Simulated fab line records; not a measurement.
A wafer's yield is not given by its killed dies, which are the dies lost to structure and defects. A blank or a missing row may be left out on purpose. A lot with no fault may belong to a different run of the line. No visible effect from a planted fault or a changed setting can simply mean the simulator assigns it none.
A lot that was struck, set against a sound lot || flow sfq_line || 42 steps out of a route of 325
Sound: the wafers L870.1, L870.3, L870.4. Struck: wafer L880.1. (L880.3, L880.5 of the same lot were not struck and are left out.) The cause comes at the end.
Order at every step that has rows: each side's tool, ch and its chambers, its first start. Under that, the readings that differ: sound wafers || struck wafers || difference of the means || sigmas: that difference in standard deviations of wafers without a fault.
alike: words and numbers the same on both sides, and readings whose means are apart by under 2 such deviations; not compared: readings that were withheld, readings missing a value for some wafer, numbers with overlapping values and no deviation given by the record, and bounds like >300 which may hide the same value.
The two part at a step that has a row with sigmas, a row that says differs or no value, or rows on one side only. Numbers that have no deviation but don't overlap get no sigmas and don't part them. Lack of a reading on every wafer of one side parts them only where that side has two or more wafers.

first, 6 steps without rows for these wafers: SFQ_TRILAYER_L0_VIA_LITHO_COAT_018 (resist thk 62 nm); SFQ_TRILAYER_L0_VIA_LITHO_COAT_013 (resist thk 650 nm); SFQ_TRILAYER_L0_VIA_LITHO_SOFTBAKE_017; SFQ_TRILAYER_L0_VIA_LITHO_EXPOSE_014 (exposes mask L0V, target cd 700 nm); SFQ_TRILAYER_L0_VIA_LITHO_PEB_016 (peb time 60 s); SFQ_TRILAYER_L0_VIA_LITHO_DEVELOP_015 (time 60 s).
SFQ_L0V_OVL_MEAS_903:
  struck on overlay-01, day 12 15:31; sound on overlay-01, day 9 17:25
{"reading": "L0V_OVL (nm)", "sound": "7 9 5", "struck": -5, "difference": -12, "sigmas": -2}
SFQ_TRILAYER_L0_VIA_BARC_OPEN_VIA_ETCH_021: etches BARC in O2, target depth 125 nm, time 41.7 s.
  sound on rie_diel-01 ch 0,2,3, day 9 17:27; struck on rie_diel-02 ch 2, day 12 15:34
{"reading": "rf_hours_counter_h (h)", "sound": "94 46 9", "struck": 97, "difference": "+47", "sigmas": ""}
  alike: drypump_motor_current_A, oes_product_au
then, 4 steps without rows for these wafers: SFQ_TRILAYER_L0_VIA_ETCH_VIA_ETCH_016 (etches SiO2 in CHF3, stops on MoNx KI, target depth 80 nm); SFQ_TRILAYER_L0_VIA_STRIP_STRIP_017 (strips in O2); SFQ_TRILAYER_L0_VIA_STRIP_SOLV_CLEAN_018 (cleans in NMP, time 600 s); SFQ_TRILAYER_M0_DEP_PRE_CLEAN_020 (time 15 s).
SFQ_TRILAYER_M0_DEP_SPUTTER_019: material Nb, target thk 200 nm, time 133.3 s.
  struck on pvd_sputter-06, day 12 16:27; sound on pvd_sputter-05, day 9 18:21
{"reading": "cathode_dc_power_W (W)", "sound": "1998.9 1999.6 2000.0", "struck": 2083.7, "difference": "+84.2", "sigmas": "+99 or more"}
{"reading": "throttle_valve_pct (%)", "sound": "29.9 30.3 30.9", "struck": 28.8, "difference": -1.6, "sigmas": -2}
{"reading": "model.Nb_of_TRILAYER_M0_DEP_SPUTTER_019.thk_nm (nm)", "sound": "201.7 199.8 198.8", "struck": 208.6, "difference": "+8.5", "sigmas": ""}
SFQ_M0_RS_MEAS_904: measurement is done with a four-point probe.
  struck on film_metro-04, day 12 16:32; sound on film_metro-04, day 9 18:26
{"reading": "M0_NB_RS (ohm/sq)", "sound": "0.883 0.890 0.894", "struck": 0.854, "difference": -0.035, "sigmas": -4}
then, 6 steps without rows for these wafers: SFQ_TRILAYER_M0_LITHO_COAT_026 (resist thk 62 nm); SFQ_TRILAYER_M0_LITHO_COAT_021 (resist thk 600 nm); SFQ_TRILAYER_M0_LITHO_SOFTBAKE_025; SFQ_TRILAYER_M0_LITHO_EXPOSE_022 (exposes mask M0, target cd 500 nm); SFQ_TRILAYER_M0_LITHO_PEB_024 (peb time 60 s); SFQ_TRILAYER_M0_LITHO_DEVELOP_023 (time 60 s).
-- the record jumps here: 5 days lie between the struck wafers' starts before and after --
SFQ_M0_OVL_MEAS_906:
  struck on overlay-01, day 17 10:25; sound on overlay-01, day 14 02:08
  alike: M0_OVL
then, 1 step without rows for these wafers: SFQ_TRILAYER_M0_BARC_OPEN_METAL_ETCH_031 (etches BARC in O2, target depth 125 nm, time 41.7 s).
SFQ_TRILAYER_M0_ETCH_METAL_ETCH_024: etches Nb in Cl2/Ar, stops on SiO2, target depth 240 nm, time 120 s.
  sound on rie_metal-03 ch 0,1, day 14 02:14; struck on rie_metal-02 ch 0, day 17 10:31
{"reading": "oes_product_au (a.u.)", "sound": "0.896 0.894 0.887", "struck": 0.921, "difference": "+0.029", "sigmas": "+4"}
{"reading": "model.etch.depth_nm (nm)", "sound": "201.7 199.8 198.8", "struck": 208.6, "difference": "+8.5", "sigmas": ""}
{"reading": "model.M0.feature_depth_nm (nm)", "sound": "201.7 199.8 198.8", "struck": 208.6, "difference": "+8.5", "sigmas": ""}
  alike: drypump_motor_current_A
  not compared: rf_hours_counter_h
SFQ_TRILAYER_M0_STRIP_STRIP_025: strips in O2.
  sound on rie_metal-03 ch 0,1, day 14 02:21; struck on rie_metal-02 ch 0, day 17 10:38
  alike: drypump_motor_current_A, oes_product_au
  not compared: rf_hours_counter_h
then, 2 steps without rows for these wafers: SFQ_TRILAYER_M0_STRIP_SOLV_CLEAN_026 (cleans in NMP, time 600 s); SFQ_TRILAYER_I0_DEP_PECVD_027 (deposits SiO2 from SiH4/N2O, time 111.11 s, target thk 500 nm).
SFQ_TRILAYER_I0_CMP_CMP_028: polishes SiO2.
  sound on cmp-02 ch 0,2,3, day 14 07:35; struck on cmp-02 ch 2, day 17 12:29
  alike: motor_current_A, time_to_endpoint_s
SFQ_I0_BOW_MEAS_907:
  struck on film_metro-02, day 17 14:29; sound on film_metro-02, day 14 10:35
  alike: I0_BOW
SFQ_TRILAYER_I0_METRO_MEASURE_029:
  struck on film_metro-02, day 17 14:37; sound on film_metro-02, day 14 10:42
  alike: thk_nm
then, 6 steps without rows for these wafers: SFQ_TRILAYER_I0_VIA_LITHO_COAT_036 (resist thk 62 nm); SFQ_TRILAYER_I0_VIA_LITHO_COAT_031 (resist thk 650 nm); SFQ_TRILAYER_I0_VIA_LITHO_SOFTBAKE_035; SFQ_TRILAYER_I0_VIA_LITHO_EXPOSE_032 (exposes mask I0, target cd 500 nm); SFQ_TRILAYER_I0_VIA_LITHO_PEB_034 (peb time 60 s); SFQ_TRILAYER_I0_VIA_LITHO_DEVELOP_033 (time 60 s).
-- the record jumps here: 6 days lie between the struck wafers' starts before and after --
SFQ_I0_OVL_MEAS_908:
  struck on overlay-02, day 23 10:57; sound on overlay-01, day 19 17:40
  alike: I0_OVL
then, 1 step without rows for these wafers: SFQ_TRILAYER_I0_VIA_BARC_OPEN_VIA_ETCH_046 (etches BARC in O2, target depth 125 nm, time 41.7 s).
SFQ_TRILAYER_I0_VIA_ETCH_VIA_ETCH_034: etches SiO2 in CHF3, stops on Nb, target depth 260 nm.
  sound on rie_diel-03 ch 0,1,3, day 19 17:44; struck on rie_diel-04 ch 0, day 23 11:01
  alike: drypump_motor_current_A, oes_product_au
then, 3 steps without rows for these wafers: SFQ_TRILAYER_I0_VIA_STRIP_STRIP_035 (strips in O2); SFQ_TRILAYER_I0_VIA_STRIP_SOLV_CLEAN_036 (cleans in NMP, time 600 s); SFQ_TRILAYER_M1_DEP_PRE_CLEAN_038 (time 22.5 s).
-- the record jumps here: 57 days lie between the struck wafers' starts before and after --
SFQ_M8_BOW_MEAS_951:
  struck on film_metro-04, day 80 09:51; sound on film_metro-04, day 77 23:28
{"reading": "model.etest.m0.ohm_um", "sound": "1.764 1.782 1.8", "struck": 1.725, "difference": -0.057, "sigmas": ""}
{"reading": "model.etest.m0.ohm_sq", "sound": "0.8816 0.8903 0.8947", "struck": 0.8526, "difference": -0.0363, "sigmas": ""}
{"reading": "model.etest.i0.link_ohm", "sound": "1.972 1.99 1.982", "struck": 1.928, "difference": -0.053, "sigmas": ""}
  alike: M8_BOW

## WHERE THEY PART
Last at SFQ_TRILAYER_M0_ETCH_METAL_ETCH_024 as far as this record goes, first at SFQ_L0V_OVL_MEAS_903. Later steps at which nothing parts them and some readings are alike: SFQ_TRILAYER_M0_STRIP_STRIP_025, SFQ_TRILAYER_I0_CMP_CMP_028, SFQ_I0_BOW_MEAS_907, SFQ_TRILAYER_I0_METRO_MEASURE_029, SFQ_I0_OVL_MEAS_908, SFQ_TRILAYER_I0_VIA_ETCH_VIA_ETCH_034, SFQ_M8_BOW_MEAS_951.

WHY: what the simulator had put in
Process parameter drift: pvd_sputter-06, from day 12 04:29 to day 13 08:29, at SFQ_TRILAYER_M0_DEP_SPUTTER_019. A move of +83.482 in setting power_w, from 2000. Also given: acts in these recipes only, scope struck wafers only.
